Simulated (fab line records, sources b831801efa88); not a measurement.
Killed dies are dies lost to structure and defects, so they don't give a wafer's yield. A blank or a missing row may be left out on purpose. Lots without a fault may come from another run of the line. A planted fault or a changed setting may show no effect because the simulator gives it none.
Which tool did it? | flow gf180mcu | 13 lots, 39 wafers sampled, at 5 steps of a route of 602

WHAT THE GAUGES READ, wafer by wafer
GF_M4_OVL_MEAS_15.
lot  | measured     | on         | M4_OVL (nm)
L594 | day 23 09:12 | overlay-01 | 2 -6 2
L595 | day 23 18:44 | overlay-01 | -7 -13 -9
L596 | day 24 08:39 | overlay-01 | -4 -4 -5
L599 | day 25 12:03 | overlay-02 | 0 3 7
L600 | day 25 21:07 | overlay-01 | -4 -4 -5
L601 | day 26 02:07 | overlay-02 | 7 2 0
L604 | day 26 22:41 | overlay-01 | -2 -2 3
L606 | day 27 19:06 | overlay-02 | 4 -2 -3
L607 | day 27 21:55 | overlay-02 | -6 0 -1
L608 | day 28 02:45 | overlay-02 | 10 4 2
L610 | day 28 18:34 | overlay-02 | 2 6 3
L616 | day 30 03:58 | overlay-02 | -11 -13 -10
L617 | day 30 14:05 | overlay-01 | 1 7 2

GF_V4_CD_MEAS_14: target cd 260 nm.
lot  | measured     | on        | cd_nm (nm)
L594 | day 24 08:16 | cd_sem-01 | 259.7 259.7 259.9
L595 | day 24 17:48 | cd_sem-01 | 262.2 260.8 261.5
L596 | day 25 08:01 | cd_sem-02 | 259.0 260.5 260.1
L599 | day 26 11:01 | cd_sem-02 | 260.9 262.8 261.9
L600 | day 26 18:59 | cd_sem-01 | 259.9 257.9 259.4
L601 | day 27 00:31 | cd_sem-02 | 261.8 262.2 262.3
L604 | day 27 20:56 | cd_sem-02 | 258.9 260.3 260.6
L606 | day 28 15:41 | cd_sem-01 | 266.4 266.1 267.5
L607 | day 28 19:00 | cd_sem-02 | 269.3 268.6 268.3
L608 | day 28 23:58 | cd_sem-01 | 259.1 259.0 259.9
L610 | day 29 15:18 | cd_sem-02 | 260.9 261.0 258.3
L616 | day 30 23:35 | cd_sem-02 | 259.9 260.6 260.7
L617 | day 31 09:40 | cd_sem-02 | 261.9 261.0 262.2

GF_V4_OVL_MEAS_15.
lot  | measured     | on         | V4_OVL (nm)
L594 | day 24 08:22 | overlay-01 | 0 -8 3
L595 | day 24 17:54 | overlay-02 | 1 11 3
L596 | day 25 08:07 | overlay-01 | 1 -1 3
L599 | day 26 11:07 | overlay-02 | 8 2 8
L600 | day 26 19:04 | overlay-01 | -3 8 3
L601 | day 27 00:37 | overlay-01 | 3 5 5
L604 | day 27 21:01 | overlay-02 | -5 0 1
L606 | day 28 15:48 | overlay-01 | -6 -5 -5
L607 | day 28 19:07 | overlay-02 | -2 4 1
L608 | day 29 00:04 | overlay-02 | -7 3 2
L610 | day 29 15:25 | overlay-01 | 1 -4 0
L616 | day 30 23:42 | overlay-01 | -1 11 -2
L617 | day 31 09:45 | overlay-02 | 7 3 4

WHICH TOOL RAN EACH LOT (tool, then ch and the chambers of the sampled wafers, then the start)
lot  | GF_V4_CVD_02                    | GF_V4_EXPOSE_11
L594 | pecvd-04 ch 0,1,2, day 23 10:01 | krf_scanner-01 ch 0, day 23 21:43
L595 | pecvd-03 ch 0,2, day 23 19:32   | krf_scanner-01 ch 0, day 24 07:36
L596 | pecvd-04 ch 1,2, day 24 09:28   | krf_scanner-02 ch 0, day 24 21:16
L599 | pecvd-02 ch 0,1, day 25 12:52   | krf_scanner-01 ch 0, day 26 00:13
L600 | pecvd-04 ch 0,2, day 25 21:57   | krf_scanner-01 ch 0, day 26 09:02
L601 | pecvd-03 ch 0,1,2, day 26 02:58 | krf_scanner-02 ch 0, day 26 14:01
L604 | pecvd-03 ch 0,2, day 26 23:38   | krf_scanner-02 ch 0, day 27 10:37
L606 | pecvd-03 ch 1,2, day 27 19:55   | krf_scanner-02 ch 0, day 28 06:15
L607 | pecvd-02 ch 0,2, day 27 22:44   | krf_scanner-02 ch 0, day 28 09:18
L608 | pecvd-03 ch 0,1, day 28 03:43   | krf_scanner-01 ch 0, day 28 14:32
L610 | pecvd-02 ch 0,2, day 28 19:23   | krf_scanner-01 ch 0, day 29 05:56
L616 | pecvd-04 ch 1,2, day 30 04:46   | krf_scanner-01 ch 0, day 30 14:44
L617 | pecvd-03 ch 1,2, day 30 14:53   | krf_scanner-01 ch 0, day 31 00:40
- GF_V4_CVD_02: deposits SiO2 from TEOS, target thk 850 nm, time 94.851 s.
- GF_V4_EXPOSE_11: exposes mask Via4, target cd 260 nm.

WHAT THE TOOLS THEMSELVES READ (means of the sampled wafers that have a number; where no wafer has one, the mark that the record gives instead)
GF_V4_CVD_02.
lot  | tool     | heater_power_w (W)
L594 | pecvd-04 | 608
L595 | pecvd-03 | 652
L596 | pecvd-04 | 689
L599 | pecvd-02 | 693
L600 | pecvd-04 | 566
L601 | pecvd-03 | 621
L604 | pecvd-03 | 688
L606 | pecvd-03 | 653
L607 | pecvd-02 | 661
L608 | pecvd-03 | 655
L610 | pecvd-02 | 662
L616 | pecvd-04 | 672
L617 | pecvd-03 | 603

GF_V4_EXPOSE_11.
lot  | tool           | exposure_dose_mJ_cm2
L594 | krf_scanner-01 | 38.03
L595 | krf_scanner-01 | 38.00
L596 | krf_scanner-02 | 38.01
L599 | krf_scanner-01 | 38.01
L600 | krf_scanner-01 | 37.94
L601 | krf_scanner-02 | 38.02
L604 | krf_scanner-02 | 37.99
L606 | krf_scanner-02 | 39.91
L607 | krf_scanner-02 | 39.94
L608 | krf_scanner-01 | 37.97
L610 | krf_scanner-01 | 38.00
L616 | krf_scanner-01 | 38.04
L617 | krf_scanner-01 | 38.02

THE ANSWER, worked out from the rows above alone
Rule: what is usual is taken from the lots themselves. Put in order of their means at a reading, lots are off if they are a third of the lots or fewer, leave a main group of 4 or more, and stand apart from it by a gap of 3 or more times the standard deviation of the main group's means; of several such gaps the widest counts. A main group whose means are all the same, to the digits that the tables above print for the reading, isn't used. A lot without any number at a reading at which 4 lots or more have one is off too. The other lots that the step has rows for count as sound. The gauges are gone through in route order, then the tools' own readings, and for those a lot's mean is taken as printed above. The first step at which some lot is off is used, and at that step the reading that is off furthest; a lot without a number counts as furthest.
Off: L606, L607, at GF_V4_CD_MEAS_14 (cd_nm). The main group: mean 260.5 nm, standard deviation 1.
A tool fits if, at a process step before that reading, it ran every lot that is off, and no sound lot after the first of them. The gauges at GF_V4_CD_MEAS_14 aren't tried: what is off there is off at GF_V4_EXPOSE_11 too, on other tools, and a gauge's error can't cause that. One fits: krf_scanner-02 at GF_V4_EXPOSE_11. Its last sound lot is L604 (day 27 10:37), its first lot that is off L606 (day 28 06:15): a fault that began between those two fits.
The tool's own readings at GF_V4_EXPOSE_11 bear it out: on the lots that are off they differ by more than 5 times the standard deviation of the sound lots' means. exposure_dose_mJ_cm2 reads 39.92 there against 38.00 on the sound lots.

WHAT THE SIMULATOR HAD PUT IN
Process parameter drift: krf_scanner-02, from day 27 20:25 on, at GF_V4_EXPOSE_11. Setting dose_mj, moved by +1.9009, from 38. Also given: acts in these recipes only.
Lots struck among those shown: L606, L607. The rule above found the same.
